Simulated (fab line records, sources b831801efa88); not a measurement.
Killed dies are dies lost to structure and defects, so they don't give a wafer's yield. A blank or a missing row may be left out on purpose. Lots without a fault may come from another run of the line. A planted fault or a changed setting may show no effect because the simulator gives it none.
fab line records | flow gf180mcu
record lots=6 wafers=18 last_day=34
route steps=602 shown STI@24 DNWELL@32
lots that met no fault: from a run of the same line without faults
start_h: hours from the record's first day to the start of the lot's first wafer shown | wait_h: hours since the lot's step before | " the same as in the row above | L1.1+2: a row that stands for several wafers | - no value, or no start given | * or withheld: withheld | < > ~ a bound
route shown NAME@n: a module of which the file shows steps, and the number in the route of the first | usual: mean/standard deviation of fault-free wafers | same: alike in all rows | chamber/n: place in a boat | sites: the reading at each site | _std_site: their standard deviation | _edge_site: outer sites' mean less inner sites' | radius_mm: how far each site lies from the wafer's centre | mask NAME#n: copy n | behind: the tool/chamber that last shaped the wafer | hold: why the lot was held/for how many hours/how that ended | device: the transistor (n, p or np) that didn't switch | end of line: the same wafers' tests at the end of the route | a step without rows: its recipe alone | killed: dies lost to structure and defects at the first sort, not the wafer's yield | map: a wafer's dies, x killed, . not, _ none there
set.NAME: the setting as run; set.NAME@STEP: as run at that earlier step | model.NAME: the simulator's own value behind a step, which no gauge read
lots at some steps of the route; a table a step, a row a wafer
services: from which hour (start_h, from the record's first day; less than 0 if before it) a tool's chamber was out of use, for how many hours, and why
## steps
# step GF_STI_CVD_23
# recipe material=SiO2 target_thk_nm=650 sigma_open_frac=0.3 time_s=108.3 temp_c=600 sih4_flow_sccm=60 pressure_mtorr=6
# step GF_STI_THK_MEAS_24
# recipe reads=SiO2_of_STI_CVD_23
# usual STI_CVD_23_THK=651/5.7
# columns lot.wafer tool chamber start_h wait_h STI_CVD_23_THK[nm]
L137.3 film_metro-01 - 33.03 0.1 655
L137.5 " - " " 659
L137.6 " - " " 646
L140.2 film_metro-04 - 47.56 0.0 652
L140.5 " - " " 658
L140.6 " - " " 652
L143.1 film_metro-03 - 63.75 0.0 654
L143.3 " - " " 651
L143.4 " - " " 652
L144.1 film_metro-03 - 71.75 0.0 652
L144.3 " - " " 649
L144.4 " - " " 648
L156.4 film_metro-04 - 132.01 0.0 646
L156.5 " - " " 644
L156.6 " - " " 650
L159.1 film_metro-03 - 145.99 0.0 652
L159.4 " - " " 651
L159.6 " - " " 656
# step GF_STI_CMP_25
# recipe stop_on=Si3N4 t_overpolish_s=33 down_force_psi=4 platen_rpm=60 target_thk_nm=524.6 pad_velocity_m_s=0.94248
# usual head_pressure_psi=3.999/0.0087 motor_current_A=12.4/1.4 overpolish_run_s=33.001/0.0092 time_to_endpoint_s=124/3.9
# columns lot.wafer tool chamber start_h wait_h head_pressure_psi motor_current_A overpolish_run_s time_to_endpoint_s
L137.3 cmp-01 3 33.17 0.1 3.994 10.7 33.003 128
L137.6 " 1 " " 3.988 14.1 32.993 120
L137.5 " 2 " " 4.002 11.7 33.006 122
L140.2 cmp-02 0 47.71 0.1 3.996 10.9 32.992 123
L140.5 " 2 " " 4.002 11.6 33.000 131
L140.6 " 3 " " 4.014 15.9 33.003 129
L143.3 cmp-02 0 63.81 0.0 4.007 11.1 33.013 132
L143.1 " 1 " " 3.993 10.4 33.022 135
L143.4 " 2 " " 3.992 11.7 32.989 130
L144.1 cmp-02 0 71.81 0.1 3.996 11.4 32.993 125
L144.4 " 2 " " 4.002 11.4 33.006 125
L144.3 " 3 " " 3.980 15.4 32.999 124
L156.4 cmp-01 2 132.14 0.1 3.986 12.2 33.005 125
L156.6 " 0 " " 4.006 12.0 32.992 126
L156.5 " 1 " " 4.019 14.0 33.000 128
L159.1 cmp-01 1 146.10 0.1 4.005 13.1 33.007 122
L159.4 " 3 " " 4.007 12.0 32.997 128
L159.6 " 1 " " 3.994 14.7 33.002 125
# step GF_STI_WET_ETCH_26
# recipe chemistry=dHF target_depth_nm=94 target=SiO2 temp_c=25 dilution=10:1 time_s=188
# step GF_STI_WET_ETCH_27
# recipe chemistry=H3PO4 target_depth_nm=160 target=Si3N4 temp_c=160 time_s=1825
# step GF_STI_WET_ETCH_28
# recipe chemistry=dHF target_depth_nm=20 dry=ipa_marangoni target=SiO2 temp_c=25 dilution=10:1 time_s=40
# step GF_STI_OXIDATION_29
# recipe temp_c=900 ambient=O2 stabilise_s=600 purge_s=300 target_thk_a=100 ox_time_s=1418
# step GF_STI_THK_MEAS_30
# recipe reads=SiO2_of_STI_OXIDATION_29
# usual STI_OXIDATION_02_THK=10.04/0.18
# columns lot.wafer tool chamber start_h wait_h STI_OXIDATION_02_THK[nm]
L137.3 film_metro-04 - 35.43 0.0 10.11
L137.5 " - " " 10.12
L137.6 " - " " 10.05
L140.2 film_metro-04 - 49.91 0.0 10.19
L140.5 " - " " 9.88
L140.6 " - " " 10.15
L143.1 film_metro-04 - 66.10 0.0 9.91
L143.3 " - " " 10.07
L143.4 " - " " 9.98
L144.1 film_metro-03 - 74.11 0.0 10.01
L144.3 " - " " 10.16
L144.4 " - " " 10.01
L156.4 film_metro-03 - 134.55 0.0 10.02
L156.5 " - " " 10.27
L156.6 " - " " 10.15
L159.1 film_metro-04 - 148.34 0.0 9.57
L159.4 " - " " 9.59
L159.6 " - " " 9.84
# step GF_DNWELL_DEHYDRATE_00
# recipe temp_c=200 time_s=60
# step GF_DNWELL_HMDS_01
# recipe prime_time_s=60 prime_temp_c=120
# step GF_DNWELL_COAT_02
# recipe spin_rpm=2000 resist_thk_nm=3000
# step GF_DNWELL_SOFTBAKE_03
# recipe temp_c=110 time_s=withheld
# step GF_DNWELL_EXPOSE_04
# recipe mask_id=DNWELL target_cd_nm=1700 na=0.6 source_shape=conventional sigma_outer=0.6 dose_mj=260
# usual exposure_dose_mJ_cm2=259.94/0.23 focus_offset_nm=0.1/0.52 na=0.6/0
# columns lot.wafer tool chamber start_h wait_h mask exposure_dose_mJ_cm2 focus_offset_nm na
L137.3 iline_stepper-02 0 41.17 - DNWELL#0 259.95 -0.1 0.6
L137.5 " 0 " " DNWELL#0 259.98 -0.3 0.6
L137.6 " 0 " " DNWELL#0 260.26 -0.2 0.6
L140.2 iline_stepper-01 0 56.29 - DNWELL#0 260.01 1.1 0.6
L140.5 " 0 " " DNWELL#0 259.92 0.5 0.6
L140.6 " 0 " " DNWELL#0 259.85 0.8 0.6
L143.1 iline_stepper-02 - 73.30 - DNWELL#0 - - -
L143.3 " - " " DNWELL#0 - - -
L143.4 " - " " DNWELL#0 - - -
L144.1 iline_stepper-01 - 80.53 - DNWELL#0 - - -
L144.3 " - " " DNWELL#0 - - -
L144.4 " - " " DNWELL#0 - - -
L156.4 iline_stepper-02 0 142.11 - DNWELL#0 259.69 0.5 0.6
L156.5 " 0 " " DNWELL#0 259.84 0.2 0.6
L156.6 " 0 " " DNWELL#0 259.89 0.4 0.6
L159.1 iline_stepper-02 0 156.07 - DNWELL#0 260.22 -0.4 0.6
L159.4 " 0 " " DNWELL#0 260.24 -0.7 0.6
L159.6 " 0 " " DNWELL#0 260.09 -0.9 0.6
# step GF_DNWELL_PEB_05
# recipe temp_c=115 time_s=withheld
# step GF_DNWELL_DEVELOP_06
# recipe wall_angle_deg=90 develop_time_s=60 dev_temp_c=23
# step GF_DNWELL_IMPLANT_07
# recipe species=P energy_kev=1500 dose_cm2=1e+13 tilt_deg=0
# step GF_DNWELL_STRIP_08
# recipe chemistry=O2/N2 power_w=1400 pressure_mtorr=1500 platen_temp_c=250 o2_flow_sccm=3000 n2_flow_sccm=300 overash_fraction=0.5
# usual drypump_motor_current_A=6.14/0.17 heater_power_w=307/34 oes_product_au=0.723/0.005 strip_time_to_endpoint_s=36.96/0.1
# columns lot.wafer tool chamber start_h wait_h drypump_motor_current_A heater_power_w oes_product_au rf_hours_counter_h strip_time_to_endpoint_s
L137.3 plasma_asher-01 0 47.44 0.1 6.50 315 0.716 - 37.05
L137.5 " 1 " " 6.03 309 0.722 - 37.07
L137.6 " 0 " " 6.50 322 0.721 - 37.09
L140.2 plasma_asher-04 1 62.80 0.1 6.18 257 0.732 42 37.01
L140.5 " 0 " " 5.98 289 0.727 - 36.97
L140.6 " 1 " " 6.18 265 0.719 - 37.00
L143.1 plasma_asher-03 1 79.60 0.1 6.17 341 0.726 43 37.00
L143.3 " 1 " " 6.18 341 0.723 - 36.85
L143.4 " 0 " " 6.09 376 0.728 - 37.01
L144.1 plasma_asher-04 0 87.86 0.1 5.98 289 0.724 45 36.97
L144.3 " 0 " " 6.00 298 0.724 - 37.07
L144.4 " 1 " " 6.17 255 0.719 - 36.89
L156.4 plasma_asher-04 1 149.93 0.1 6.18 266 0.726 - 37.05
L156.5 " 0 " " 5.95 279 0.730 - 36.84
L156.6 " 1 " " 6.18 270 0.718 - 37.05
L159.1 plasma_asher-03 1 163.60 0.1 6.14 342 0.717 51 36.81
L159.4 " 1 " " 6.13 332 0.720 - 36.86
L159.6 " 0 " " 6.08 367 0.721 - 36.79
# step GF_DNWELL_TW_MEAS_09
# usual DNWELL_TW=1349/9.2
# columns lot.wafer tool chamber start_h wait_h hold DNWELL_TW
L137.3 film_metro-02 - 47.52 0.1 - 1347
L137.5 " - " " - 1349
L137.6 " - " " - 1357
L140.2 film_metro-03 - 62.91 0.1 - 1360
L140.5 " - " " - 1364
L140.6 " - " " - 1352
L143.1 film_metro-04 - 79.70 0.1 await_dispo/0.2h/release 31
L143.3 " - " " await_dispo/0.2h/release 31
L143.4 " - " " await_dispo/0.2h/release 31
L143.1 film_metro-04 - 79.97 0.3 - 31
L143.3 " - " " - 31
L143.4 " - " " - 31
L144.1 film_metro-03 - 87.96 0.1 await_dispo/0.2h/release 31
L144.3 " - " " await_dispo/0.2h/release 30
L144.4 " - " " await_dispo/0.2h/release 31
L144.1 film_metro-03 - 88.18 0.2 - 31
L144.3 " - " " - 31
L144.4 " - " " - 31
L156.4 film_metro-03 - 150.03 0.1 - 1363
L156.5 " - " " - 1360
L156.6 " - " " - 1359
L159.1 film_metro-04 - 163.70 0.1 - 1339
L159.4 " - " " - 1344
L159.6 " - " " - 1341
## services
# columns tool chamber start_h hours kind
plasma_asher-03 - 22.50 0.5 repair
cmp-01 - 27.05 1.1 repair
cmp-02 - 32.12 2.4 repair
iline_stepper-01 - 48.26 7.8 repair
cmp-02 - 52.52 1.3 repair
plasma_asher-03 - 53.38 5.2 repair
cmp-01 - 64.22 4.0 pm
cmp-02 - 65.98 1.1 repair
cmp-01 - 68.22 - consumable_replace:conditioner
cmp-01 - 68.22 - consumable_replace:pad
cmp-02 - 90.68 9.7 repair
cmp-01 - 100.18 0.7 repair
plasma_asher-04 - 102.36 1.9 repair
plasma_asher-04 - 108.75 9.0 pm
plasma_asher-04 0 108.75 9.0 vent_cycle
plasma_asher-04 1 108.75 9.0 vent_cycle
iline_stepper-01 - 116.55 1.7 pm
plasma_asher-04 0 117.75 - clean
plasma_asher-04 1 117.75 - clean
plasma_asher-03 - 132.08 4.1 repair
## key
first_sign step=GF_DNWELL_EXPOSE_04 reading=tool_record direction=missing
effect step=GF_DNWELL_TW_MEAS_09 reading=visit direction=added
effect step=GF_DNWELL_TW_MEAS_09 reading=DNWELL_TW direction=down sigmas=99+ usual=1349 struck=31
met_at GF_DNWELL_EXPOSE_04
struck_wafers L143.1,L143.3,L143.4,L144.1,L144.3,L144.4
scrapped_behind GF_DNWELL_TW_MEAS_09 L143.1,L143.3,L143.4,L144.1,L144.3,L144.4
onset_between 56.29 73.30
fault kind=skipped_step_whole tool=iline_stepper-01,iline_stepper-02 chamber=- onset_h=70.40 steps=GF_DNWELL_EXPOSE_04 scope=struck_lots_only
